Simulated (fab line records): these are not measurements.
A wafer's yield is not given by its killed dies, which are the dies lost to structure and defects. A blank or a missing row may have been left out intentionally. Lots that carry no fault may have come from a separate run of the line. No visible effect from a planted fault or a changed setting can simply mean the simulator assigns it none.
fab line records -- flow gf180mcu
record lots=12, wafers=36, last_day=34
route steps=602 shown DUAL_GATE@143 M2@365 V2@396 V4@480
lots that met no fault: taken from a fault-free run of the same line
start_h: hours from the record's opening day to when the first of the lot's shown wafers began -- wait_h: how many hours have passed since the lot's step before this one -- " unchanged from the row above -- L1.1+2: a row that stands for several wafers -- - no value, or no start given -- * or withheld: withheld -- < > ~ a bound
route shown NAME@n: names a module that has steps shown in the file, with the first one's number in the route -- usual: mean/standard deviation of fault-free wafers -- same: alike in all rows -- chamber/n: place in a boat -- sites: per-site readings -- _std_site: standard deviation of those values -- _edge_site: outer sites' mean less inner sites' -- radius_mm: how far each site lies from the wafer's centre -- mask NAME#n: copy n -- behind: the last tool/chamber to shape the wafer -- hold: reason for holding the lot/hours on hold/outcome of the hold -- device: which transistor (n, p or np) failed to switch -- end of line: the route-end tests of the same wafers -- step lacking rows: just its recipe -- killed: not the wafer's yield, but the dies lost to structure and defects at the first sort -- map: shows each die of a wafer: x if killed, . if not, _ if none is there
set.NAME: the setting the step ran with; set.NAME@STEP: the setting that earlier step ran with -- model.NAME: the simulator's own value behind a step, which no gauge read
the route's steps for a sample of lots (tables are steps, rows are wafers)
services: the hour from which a tool's chamber was out of use, counted from the record's first day as start_h (under 0 if before that day), plus the number of hours and why
## steps
# step GF_DUAL_GATE_OXIDATION_02
# recipe temp_c=900, ambient=O2, stabilise_s=600, purge_s=300, target_thk_a=108.87, ox_time_s=1602
# usual spike_tc_bottom_C=917.8/1.3, spike_tc_centre_C=902.0/0.99, spike_tc_lower_C=900.8/1.5, spike_tc_top_C=911.5/1.5, spike_tc_upper_C=899.7/1.2, tube_center_temp_C=900.01/0.092, tube_center_temp_C_max=902.4/0.39
lot.wafer,tool,chamber,start_h,wait_h,spike_tc_bottom_C,spike_tc_centre_C,spike_tc_lower_C,spike_tc_top_C,spike_tc_upper_C,tube_center_temp_C,tube_center_temp_C_max
L971.2,furnace-02,0,156.91,0.4,918.8,900.7,903.7,908.9,900.3,900.11,902.4
L971.4,furnace-02,0,156.91,0.4,917.8,902.3,902.4,910.0,900.2,899.91,902.1
L971.6,furnace-02,0,156.91,0.4,918.1,902.3,903.1,910.7,900.1,900.10,902.4
L973.2,furnace-02,0,173.01,1.1,889.3,873.2,875.2,881.7,873.1,872.17,874.2
L973.5,furnace-02,0,173.01,1.1,892.2,874.0,873.3,881.4,873.4,872.19,874.6
L973.6,furnace-02,0,173.01,1.1,889.1,873.3,872.7,883.8,872.1,872.42,875.0
L974.3,furnace-02,0,177.48,0.8,890.3,871.6,873.7,882.9,874.0,872.15,874.5
L974.4,furnace-02,0,177.48,0.8,890.9,873.8,875.3,883.0,871.9,872.16,874.8
L974.6,furnace-02,0,177.48,0.8,889.7,873.6,873.8,884.0,872.8,872.21,875.0
L982.2,furnace-02,0,244.90,0.8,918.2,901.0,904.7,909.0,900.3,899.89,902.2
L982.4,furnace-02,0,244.90,0.8,916.8,901.5,902.5,909.9,899.7,900.09,902.5
L982.5,furnace-02,0,244.90,0.8,918.8,901.7,902.4,910.5,901.5,900.07,902.1
L983.2,furnace-01,0,258.65,0.0,918.1,899.6,900.3,912.4,897.5,899.96,902.2
L983.3,furnace-01,0,258.65,0.0,917.1,903.1,900.0,912.0,899.3,900.04,901.8
L983.6,furnace-01,0,258.65,0.0,918.3,904.0,899.6,911.7,900.3,900.05,902.6
L984.2,furnace-02,0,259.85,1.1,917.3,901.9,902.9,912.1,899.0,900.12,902.7
L984.3,furnace-02,0,259.85,1.1,918.2,900.8,900.4,910.4,899.9,899.86,902.0
L984.6,furnace-02,0,259.85,1.1,918.7,900.6,902.2,910.3,900.3,900.11,902.7
L986.1,furnace-02,0,271.53,0.0,920.4,900.6,900.4,911.2,901.0,900.08,902.4
L986.2,furnace-02,0,271.53,0.0,919.0,901.7,901.6,909.5,900.5,899.96,902.2
L986.4,furnace-02,0,271.53,0.0,918.4,903.3,900.9,910.8,900.5,900.04,903.1
L985.2,furnace-02,0,272.98,0.4,919.0,902.9,901.5,909.3,899.8,900.08,902.4
L985.4,furnace-02,0,272.98,0.4,919.0,900.9,903.1,911.1,899.9,900.09,902.7
L985.6,furnace-02,0,272.98,0.4,917.9,903.4,902.5,911.0,901.8,900.03,902.1
L988.2,furnace-01,0,290.15,0.6,916.6,902.2,900.0,914.4,900.4,899.91,902.1
L988.3,furnace-01,0,290.15,0.6,916.1,902.5,900.5,912.9,900.2,900.17,902.9
L988.4,furnace-01,0,290.15,0.6,916.1,901.5,898.6,912.9,899.0,900.05,902.7
L989.2,furnace-01,0,298.47,3.1,917.0,902.3,900.3,910.7,898.4,900.03,902.1
L989.3,furnace-01,0,298.47,3.1,918.8,902.3,902.4,912.9,899.9,900.09,902.6
L989.5,furnace-01,0,298.47,3.1,917.3,901.8,899.6,911.8,898.6,899.98,902.2
L991.4,furnace-01,0,307.29,1.4,918.0,904.2,898.6,912.4,899.0,899.87,901.7
L991.5,furnace-01,0,307.29,1.4,918.0,900.9,898.5,911.7,898.2,899.93,902.4
L991.6,furnace-01,0,307.29,1.4,917.2,902.0,900.6,912.8,899.6,900.01,902.6
L993.1,furnace-02,0,322.76,1.0,918.9,900.9,902.2,911.5,900.3,900.15,902.2
L993.2,furnace-02,0,322.76,1.0,918.0,902.6,903.0,910.8,900.5,900.12,902.5
L993.3,furnace-02,0,322.76,1.0,918.3,902.7,901.4,908.4,902.5,900.10,902.7
# step GF_DUAL_GATE_THK_MEAS_03
# recipe reads=SiO2_of_DUAL_GATE_OXIDATION_02
# usual DUAL_GATE_OXIDATION_00_THK=10.79/0.24
lot.wafer,tool,chamber,start_h,wait_h,DUAL_GATE_OXIDATION_00_THK[nm]
L971.2,film_metro-03,-,158.37,0.0,10.38
L971.4,film_metro-03,-,158.37,0.0,10.55
L971.6,film_metro-03,-,158.37,0.0,10.65
L973.2,film_metro-03,-,174.47,0.0,7.59
L973.5,film_metro-03,-,174.47,0.0,7.59
L973.6,film_metro-03,-,174.47,0.0,7.73
L974.3,film_metro-02,-,178.95,0.0,7.83
L974.4,film_metro-02,-,178.95,0.0,7.69
L974.6,film_metro-02,-,178.95,0.0,7.53
L982.2,film_metro-03,-,246.36,0.0,10.74
L982.4,film_metro-03,-,246.36,0.0,10.64
L982.5,film_metro-03,-,246.36,0.0,10.63
L983.2,film_metro-04,-,260.10,0.0,10.76
L983.3,film_metro-04,-,260.10,0.0,10.71
L983.6,film_metro-04,-,260.10,0.0,10.67
L984.2,film_metro-03,-,261.31,0.0,10.78
L984.3,film_metro-03,-,261.31,0.0,11.06
L984.6,film_metro-03,-,261.31,0.0,11.06
L986.1,film_metro-03,-,272.98,0.0,10.70
L986.2,film_metro-03,-,272.98,0.0,10.68
L986.4,film_metro-03,-,272.98,0.0,10.54
L985.2,film_metro-02,-,274.43,0.0,10.92
L985.4,film_metro-02,-,274.43,0.0,10.82
L985.6,film_metro-02,-,274.43,0.0,11.00
L988.2,film_metro-04,-,291.66,0.1,10.82
L988.3,film_metro-04,-,291.66,0.1,10.85
L988.4,film_metro-04,-,291.66,0.1,10.89
L989.2,film_metro-03,-,299.93,0.0,11.12
L989.3,film_metro-03,-,299.93,0.0,11.07
L989.5,film_metro-03,-,299.93,0.0,11.10
L991.4,film_metro-02,-,308.77,0.0,11.01
L991.5,film_metro-02,-,308.77,0.0,11.03
L991.6,film_metro-02,-,308.77,0.0,11.14
L993.1,film_metro-03,-,324.21,0.0,10.78
L993.2,film_metro-03,-,324.21,0.0,10.73
L993.3,film_metro-03,-,324.21,0.0,10.66
# step GF_M2_SPUTTER_03
# recipe material=Ti, target_thk_nm=10, substrate_temp_c=300, chamber_pressure_pa=0.3, power_w=3000, time_s=6.7
# usual substrate_temp_c=300.03/0.21, throttle_valve_pct=29.7/1.4
lot.wafer,tool,chamber,start_h,wait_h,substrate_temp_c,throttle_valve_pct
L971.2,pvd_sputter-01,-,408.10,0.0,300.03,30.8
L971.4,pvd_sputter-01,-,408.10,0.0,300.07,27.0
L971.6,pvd_sputter-01,-,408.10,0.0,300.34,26.9
L973.2,pvd_sputter-03,-,434.32,0.0,299.96,28.9
L973.5,pvd_sputter-03,-,434.32,0.0,299.90,28.7
L973.6,pvd_sputter-03,-,434.32,0.0,299.91,28.9
L974.3,pvd_sputter-03,-,437.38,0.0,299.94,28.6
L974.4,pvd_sputter-03,-,437.38,0.0,300.15,28.7
L974.6,pvd_sputter-03,-,437.38,0.0,300.01,29.2
L982.2,pvd_sputter-01,-,531.43,0.0,299.75,30.8
L982.4,pvd_sputter-01,-,531.43,0.0,299.94,32.2
L982.5,pvd_sputter-01,-,531.43,0.0,300.13,30.6
L983.2,pvd_sputter-01,-,541.18,0.0,299.92,30.8
L983.3,pvd_sputter-01,-,541.18,0.0,300.10,30.3
L983.6,pvd_sputter-01,-,541.18,0.0,300.10,30.4
L984.2,pvd_sputter-01,-,545.01,0.0,299.99,32.6
L984.3,pvd_sputter-01,-,545.01,0.0,300.13,30.9
L984.6,pvd_sputter-01,-,545.01,0.0,300.14,27.0
L986.1,pvd_sputter-01,-,560.88,0.0,300.31,32.5
L986.2,pvd_sputter-01,-,560.88,0.0,299.62,30.9
L986.4,pvd_sputter-01,-,560.88,0.0,300.41,27.0
L985.2,pvd_sputter-02,-,563.98,0.0,300.24,29.9
L985.4,pvd_sputter-02,-,563.98,0.0,299.68,29.2
L985.6,pvd_sputter-02,-,563.98,0.0,300.02,30.9
L988.2,pvd_sputter-03,-,577.20,0.0,300.17,30.6
L988.3,pvd_sputter-03,-,577.20,0.0,299.85,28.8
L988.4,pvd_sputter-03,-,577.20,0.0,299.64,28.7
L989.2,pvd_sputter-02,-,586.54,0.0,299.91,29.8
L989.3,pvd_sputter-02,-,586.54,0.0,300.23,29.6
L989.5,pvd_sputter-02,-,586.54,0.0,299.72,29.9
L991.4,pvd_sputter-02,-,601.09,0.0,300.17,29.9
L991.5,pvd_sputter-02,-,601.09,0.0,299.63,29.6
L991.6,pvd_sputter-02,-,601.09,0.0,300.50,29.9
L993.1,pvd_sputter-02,-,612.86,0.0,300.25,30.8
L993.2,pvd_sputter-02,-,612.86,0.0,299.96,29.8
L993.3,pvd_sputter-02,-,612.86,0.0,299.72,29.6
# step GF_V2_CD_MEAS_14
# recipe target_cd_nm=260
# usual cd_nm=259.7/1
lot.wafer,tool,chamber,start_h,wait_h,cd_nm
L971.2,cd_sem-02,-,457.48,0.1,260.5
L971.4,cd_sem-02,-,457.48,0.1,260.0
L971.6,cd_sem-02,-,457.48,0.1,259.5
L973.2,cd_sem-01,-,483.23,0.1,261.1
L973.5,cd_sem-01,-,483.23,0.1,261.1
L973.6,cd_sem-01,-,483.23,0.1,260.7
L974.3,cd_sem-02,-,487.05,0.1,260.7
L974.4,cd_sem-02,-,487.05,0.1,261.6
L974.6,cd_sem-02,-,487.05,0.1,261.7
L982.2,cd_sem-02,-,577.48,0.1,259.2
L982.4,cd_sem-02,-,577.48,0.1,258.9
L982.5,cd_sem-02,-,577.48,0.1,258.8
L983.2,cd_sem-01,-,587.18,0.1,261.5
L983.3,cd_sem-01,-,587.18,0.1,261.1
L983.6,cd_sem-01,-,587.18,0.1,260.9
L984.2,cd_sem-01,-,591.13,0.1,260.5
L984.3,cd_sem-01,-,591.13,0.1,258.6
L984.6,cd_sem-01,-,591.13,0.1,260.7
L986.1,cd_sem-01,-,604.98,0.1,260.2
L986.2,cd_sem-01,-,604.98,0.1,259.5
L986.4,cd_sem-01,-,604.98,0.1,259.4
L985.2,cd_sem-02,-,608.78,0.1,260.3
L985.4,cd_sem-02,-,608.78,0.1,261.3
L985.6,cd_sem-02,-,608.78,0.1,259.9
L988.2,cd_sem-01,-,621.18,0.1,260.7
L988.3,cd_sem-01,-,621.18,0.1,258.9
L988.4,cd_sem-01,-,621.18,0.1,258.2
L989.2,cd_sem-02,-,629.58,0.1,259.5
L989.3,cd_sem-02,-,629.58,0.1,258.9
L989.5,cd_sem-02,-,629.58,0.1,258.8
L991.4,cd_sem-02,-,642.82,0.1,256.6
L991.5,cd_sem-02,-,642.82,0.1,259.1
L991.6,cd_sem-02,-,642.82,0.1,259.3
L993.1,cd_sem-02,-,655.06,0.1,258.3
L993.2,cd_sem-02,-,655.06,0.1,259.0
L993.3,cd_sem-02,-,655.06,0.1,259.1
# step GF_V4_CMP_04
# recipe material=SiO2, down_force_psi=4, platen_rpm=60, pad_velocity_m_s=0.94248
# usual motor_current_A=11.6/1, time_to_endpoint_s=81/5.3
lot.wafer,tool,chamber,start_h,wait_h,motor_current_A,time_to_endpoint_s
L971.4,cmp-01,0,533.63,0.1,10.9,77
L971.2,cmp-01,1,533.63,0.1,12.1,79
L971.6,cmp-01,3,533.63,0.1,10.8,73
L973.2,cmp-02,2,558.74,0.1,11.2,74
L973.6,cmp-02,0,558.74,0.1,11.7,80
L973.5,cmp-02,1,558.74,0.1,12.7,85
L974.4,cmp-02,1,561.22,0.1,12.6,82
L974.3,cmp-02,3,561.22,0.1,11.1,74
L974.6,cmp-02,0,561.22,0.1,12.5,80
L982.4,cmp-01,0,646.62,0.0,10.6,77
L982.2,cmp-01,3,646.62,0.0,10.6,75
L982.5,cmp-01,0,646.62,0.0,11.0,77
L983.2,cmp-01,2,654.80,0.1,12.4,84
L983.3,cmp-01,3,654.80,0.1,10.9,78
L983.6,cmp-01,0,654.80,0.1,11.6,81
L984.3,cmp-02,2,658.08,0.0,9.5,83
L984.2,cmp-02,3,658.08,0.0,11.1,80
L984.6,cmp-02,3,658.08,0.0,10.9,80
L986.4,cmp-02,2,670.92,0.0,10.0,89
L986.1,cmp-02,3,670.92,0.0,10.8,79
L986.2,cmp-02,1,670.92,0.0,12.8,87
L985.4,cmp-01,3,674.98,0.1,10.7,82
L985.2,cmp-01,0,674.98,0.1,10.8,68
L985.6,cmp-01,1,674.98,0.1,12.7,80
L988.2,cmp-02,1,683.67,0.1,12.9,84
L988.3,cmp-02,2,683.67,0.1,10.3,82
L988.4,cmp-02,3,683.67,0.1,10.7,81
L989.3,cmp-02,2,693.47,0.0,10.3,88
L989.2,cmp-02,1,693.47,0.0,12.9,86
L989.5,cmp-02,2,693.47,0.0,10.3,83
L991.4,cmp-01,1,705.44,0.0,12.4,85
L991.6,cmp-01,1,705.44,0.0,13.2,79
L991.5,cmp-01,2,705.44,0.0,12.2,80
L993.2,cmp-02,1,716.54,0.0,13.1,80
L993.1,cmp-02,2,716.54,0.0,10.6,87
L993.3,cmp-02,0,716.54,0.0,12.0,81
## services
tool,chamber,start_h,hours,kind
furnace-02,-,133.80,3.9,pm
furnace-02,-,143.14,9.8,pm
cmp-02,-,149.62,2.6,repair
cmp-02,-,160.35,2.4,repair
cmp-02,-,181.41,0.8,repair
cmp-02,-,199.42,1.8,repair
cmp-02,-,209.40,3.9,repair
cmp-02,-,236.16,7.3,pm
cmp-02,-,260.32,0.3,repair
cmp-02,-,279.13,0.3,repair
furnace-02,-,286.36,5.1,pm
cmp-02,-,290.85,0.7,repair
furnace-02,-,292.55,3.2,pm
cmp-02,-,309.17,4.4,repair
cmp-02,-,366.80,15.1,pm
cmp-02,-,404.00,4.0,pm
furnace-02,-,412.48,3.1,pm
cmp-02,-,424.36,4.6,repair
cmp-02,-,432.24,4.4,pm
furnace-02,-,459.79,3.2,pm
furnace-02,-,627.53,2.9,pm
furnace-02,-,676.94,1.9,repair
furnace-02,-,694.83,3.3,pm
furnace-02,-,703.00,1.4,repair
## key
first_sign step=GF_DUAL_GATE_OXIDATION_02, reading=tube_center_temp_C, direction=down, sigmas=99+, usual=*, struck=*
effect step=GF_DUAL_GATE_OXIDATION_02, reading=tube_center_temp_C_max, direction=down, sigmas=72, usual=*, struck=*
effect step=GF_DUAL_GATE_THK_MEAS_03, reading=DUAL_GATE_OXIDATION_00_THK, direction=down, sigmas=13, usual=10.79, struck=7.66
met_at GF_DUAL_GATE_OXIDATION_02
struck_lots L973,L974
tester_left_out L973,L974
not_acting_at GF_M2_SPUTTER_03,GF_V2_CD_MEAS_14,GF_V4_CMP_04
onset_between 156.91 173.01
fault kind=process_parameter_drift, tool=furnace-02, chamber=-, onset_h=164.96, steps=GF_DUAL_GATE_OXIDATION_02, channel=temp_c, offset=*, shape=step, end_h=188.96, acts_in=*, stated=*
# tester_left_out: of these lots the tester's yield and bins aren't shown, on N5 and GAA mostly nor the transistor test; their killed dies are dies lost to structure and defects alone, not to doping, threshold or leakage, so they don't give the yield
